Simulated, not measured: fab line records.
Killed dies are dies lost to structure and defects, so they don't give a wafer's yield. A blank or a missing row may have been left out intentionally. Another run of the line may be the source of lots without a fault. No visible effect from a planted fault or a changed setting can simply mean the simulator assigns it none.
Which of the tools did it? -- flow sky130 -- 12 lots with 36 wafers sampled at 3 steps, on a route of 708 steps

== WHAT THE GAUGES READ, wafer by wafer ==
SKY_CAP2M_THK_MEAS_04: measures by xrf.
lot,measured,on,CAP2M_TIN_THK (nm)
L774,day 41 00:47,film_metro-02,204.5 202.3 202.5
L773,day 41 02:13,film_metro-01,198.3 200.3 198.4
L775,day 41 05:48,film_metro-01,201.7 202.4 201.1
L779,day 42 09:01,film_metro-01,201.5 204.0 201.7
L780,day 42 11:54,film_metro-02,201.0 200.9 201.2
L782,day 42 19:59,film_metro-03,201.5 201.9 200.4
L783,day 43 05:55,film_metro-02,202.2 200.8 199.4
L786,day 43 16:29,film_metro-01,205.2 199.0 200.3
L787,day 44 03:57,film_metro-02,204.0 203.6 203.2
L793,day 45 16:49,film_metro-01,200.2 201.3 199.7
L794,day 46 00:13,film_metro-03,207.6 206.0 207.2
L796,day 46 03:24,film_metro-02,203.5 204.4 203.5

== WHAT TOOL EACH LOT RAN ON (gives the tool, then ch and the chambers of the sampled wafers, and finally the start) ==
lot,SKY_LOCAL_INTERCONNECT_ETCH_13,SKY_CAP2M_SPUTTER_02
L774,"rie_metal-04 ch 0,1, day 31 18:31","pvd_sputter-01, day 41 00:34"
L773,"rie_metal-03 ch 0,1, day 31 20:43","pvd_sputter-01, day 41 01:59"
L775,"rie_metal-04 ch 0, day 31 21:04","pvd_sputter-02, day 41 05:34"
L779,"rie_metal-04 ch 0, day 33 03:31","pvd_sputter-01, day 42 08:46"
L780,"rie_metal-04 ch 0,1, day 33 06:21","pvd_sputter-01, day 42 11:40"
L782,"rie_metal-04 ch 0,1, day 33 17:26","pvd_sputter-02, day 42 19:45"
L783,"rie_metal-01 ch 0,1, day 34 05:25","pvd_sputter-01, day 43 05:41"
L786,"rie_metal-01 ch 0,1, day 34 19:07","pvd_sputter-01, day 43 16:15"
L787,"rie_metal-04 ch 1, day 35 06:46","pvd_sputter-04, day 44 03:43"
L793,"rie_metal-04 ch 0,1, day 37 04:48","pvd_sputter-02, day 45 16:35"
L794,"rie_metal-04 ch 0,1, day 37 14:36","pvd_sputter-04, day 45 23:58"
L796,"rie_metal-03 ch 0,1, day 37 16:58","pvd_sputter-04, day 46 03:10"
- SKY_LOCAL_INTERCONNECT_ETCH_13: etches BARC in N2/H2, stops on SiO2, time 45.9 s, target depth 60 nm.
- SKY_CAP2M_SPUTTER_02: material TiN, target thk 200 nm, time 166.7 s.

== WHAT THE TOOLS THEMSELVES READ (means of the sampled wafers that have a number; where no wafer has one, the mark that the record gives instead) ==
SKY_LOCAL_INTERCONNECT_ETCH_13.
lot,tool,drypump_motor_current_A (A),oes_product_au (a.u.),throttle_valve_pct (%)
L774,rie_metal-04,5.70,0.855,13.223
L773,rie_metal-03,5.56,0.850,13.222
L775,rie_metal-04,5.70,0.855,13.227
L779,rie_metal-04,5.69,0.853,13.237
L780,rie_metal-04,5.71,0.857,13.232
L782,rie_metal-04,5.70,0.855,13.226
L783,rie_metal-01,5.86,0.856,13.222
L786,rie_metal-01,5.66,0.854,13.221
L787,rie_metal-04,5.73,0.855,13.228
L793,rie_metal-04,5.70,0.853,13.231
L794,rie_metal-04,5.71,0.856,13.229
L796,rie_metal-03,5.55,0.855,13.235

SKY_CAP2M_SPUTTER_02.
lot,tool,substrate_temp_c (C),throttle_valve_pct (%)
L774,pvd_sputter-01,300.09,30.4
L773,pvd_sputter-01,300.27,29.6
L775,pvd_sputter-02,300.06,29.6
L779,pvd_sputter-01,299.98,30.2
L780,pvd_sputter-01,299.96,29.4
L782,pvd_sputter-02,299.97,30.7
L783,pvd_sputter-01,300.06,29.6
L786,pvd_sputter-01,300.05,30.0
L787,pvd_sputter-04,300.11,29.9
L793,pvd_sputter-02,300.28,30.3
L794,pvd_sputter-04,299.90,30.1
L796,pvd_sputter-04,300.01,29.8

== THE ANSWER, worked out from the rows above alone ==
Rule: usual is defined by the lots themselves. The widest of any qualifying gaps counts: lots, ordered by their means at a reading, are off when they make up no more than a third of the lots, leave a main group of 4 or more, and stand apart from it by 3 or more times the standard deviation of that group's means. The tables above print the reading to a certain number of digits; a main group whose means all agree to those digits is not used. Also off: a lot with no number at a reading for which 4 or more lots have one. The other lots that the step has rows for count as sound. The gauges are gone through in route order, then the tools' own readings, and for those a lot's mean is taken as printed above. At the first step where some lot is off, the reading lying furthest off is the one used; lots without a number count as furthest.
Across all readings shown, no lot is off: no conclusion can be drawn from this.

== WHAT WAS PUT IN BY THE SIMULATOR ==
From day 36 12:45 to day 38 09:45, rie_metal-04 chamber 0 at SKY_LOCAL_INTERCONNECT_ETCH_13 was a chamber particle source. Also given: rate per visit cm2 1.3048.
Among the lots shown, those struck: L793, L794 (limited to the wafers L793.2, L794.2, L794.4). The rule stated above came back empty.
